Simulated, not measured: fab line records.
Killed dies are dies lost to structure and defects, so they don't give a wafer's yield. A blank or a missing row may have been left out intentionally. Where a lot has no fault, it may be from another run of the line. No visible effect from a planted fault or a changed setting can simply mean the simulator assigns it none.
A struck lot beside a sound one	flow sky130	13 out of 708 route steps
Sound: the wafers L482.1, L482.2, L482.5. Wafers struck: L496.3, L496.5, L496.6. The cause comes at the end.
For every step that has rows: the tool of each side, followed by ch and its chambers, followed by its first start. Under that, the readings that differ: sound wafers	struck wafers	difference of the means	sigmas: that difference in standard deviations of wafers without a fault.
alike: readings with means less than 2 such deviations apart, plus words and numbers identical on both sides. not compared: withheld readings, readings lacking a value on some wafer, bounds such as >300 that could conceal the same value, and numbers that have no deviation in the record and whose values overlap.
A row with sigmas, a row that says differs or no value, or rows on one side alone: a step with any of these is where the two part. Numbers that don't overlap but have no deviation are shown without sigmas and don't part them. A reading missing from all wafers of one side parts the sides only when that side holds two or more wafers.

SKY_VIA1_CD_MEAS_12 targets a cd of 150 nm.
  sound: cdSem-01 at day 35 00:40; struck: cdSem-02 at day 38 22:30
  alike: cdNm
SKY_VIA1_OVL_MEAS_13:
  sound: overlay-02 at day 35 00:47; struck: overlay-02 at day 38 22:35
  alike: VIA1_OVL
SKY_VIA1_ETCH_14: etches BARC in N2/H2, stops on SiO2, time 45.9 s, target depth 60 nm.
  sound on rieDiel-01 ch 1,2, day 35 00:49; struck on rieDiel-04 ch 0,1,2, day 38 22:37
  alike: drypumpMotorCurrentA, oesProductAu, throttleValvePct
  not compared: rfHoursCounterH
SKY_VIA1_ETCH_15: etches SiO2 in C4F8/O2/Ar, stops on TiN, target depth 351 nm, time 54 s.
  sound on rieDiel-01 ch 1,2, day 35 00:52; struck on rieDiel-04 ch 0,1,2, day 38 22:40
  alike: oesProductAu
  not compared: rfHoursCounterH
SKY_VIA1_STRIP_16: strips in O2/N2.
  sound on plasmaAsher-03 ch 0,1, day 35 00:54; struck on plasmaAsher-04 ch 0,1, day 38 22:44
reading	sound	struck	difference	sigmas
drypumpMotorCurrentA (A)	5.92 5.97 5.99	5.24 5.74 5.24	-0.55	-2
oesProductAu (a.u.)	0.407 0.410 0.415	0.417 0.424 0.418	+0.009	+2
stripTimeToEndpointS (s)	4.434 4.415 4.439	4.490 4.485 4.516	+0.068	+3
  not compared: rfHoursCounterH
then, 3 steps without rows for these wafers: SKY_VIA1_STRIP_17 (strips in post etch residue remover, time 1200 s); SKY_VIA1_CLEAN_18 (cleans in IPA, time 180 s); SKY_VIA1_CLEAN_19 (cleans in O3/DIW).
SKY_VIA1_SPUTTER_20: material TiN, target thk 20 nm, time 80 s.
  sound: pvdSputter-02 at day 35 01:32; struck: pvdSputter-02 at day 38 23:18
  alike: throttleValvePct
SKY_VIA1_CVD_21: deposits W, target thk 270 nm, time 80.902 s.
  sound on cvdW-01 ch 0,1, day 35 01:36; struck on cvdW-02 ch 0,1, day 38 23:23
  alike: heaterPowerW
SKY_VIA1_RS_MEAS_22: measurement is done with a four-point probe.
  sound: filmMetro-03 at day 35 01:41; struck: filmMetro-02 at day 38 23:29
reading	sound	struck	difference	sigmas
VIA1_W_RS (ohm/sq)	0.438 0.430 0.429	0.414 0.425 0.417	-0.014	-2
SKY_VIA1_THK_MEAS_23: measures by xrf.
  sound: filmMetro-03 at day 35 01:49; struck: filmMetro-02 at day 38 23:35
reading	sound	struck	difference	sigmas
VIA1_W_THK (nm)	266 269 270	283 274 280	+11	+2
SKY_VIA1_CMP_24: polishes, stops on SiO2, t overpolish 15 s, target thk 0 nm.
  sound on cmp-01 ch 0,2, day 35 01:55; struck on cmp-01 ch 0,2,3, day 38 23:47
  no value came back on the struck wafers for any of 5 readings (edgeZonePressureFrac, headPressurePsi (psi) and others); on the sound wafers edgeZonePressureFrac reads 1.003 1.000 1.006
reading	sound	struck	difference	sigmas
model.W_of_VIA1_CVD_21.thkNm (nm)	0 0 0	277.9 270.9 275.9	+274.9	
model.SiO2_of_VIA1_HDPCVD_00.thkNm (nm)	342.6 342.9 341.9	345 344.1 344.2	+2	

== WHERE THEY PART ==
Last at SKY_VIA1_CMP_24 as far as this record goes, first at SKY_VIA1_STRIP_16.

WHY: what the simulator had put in
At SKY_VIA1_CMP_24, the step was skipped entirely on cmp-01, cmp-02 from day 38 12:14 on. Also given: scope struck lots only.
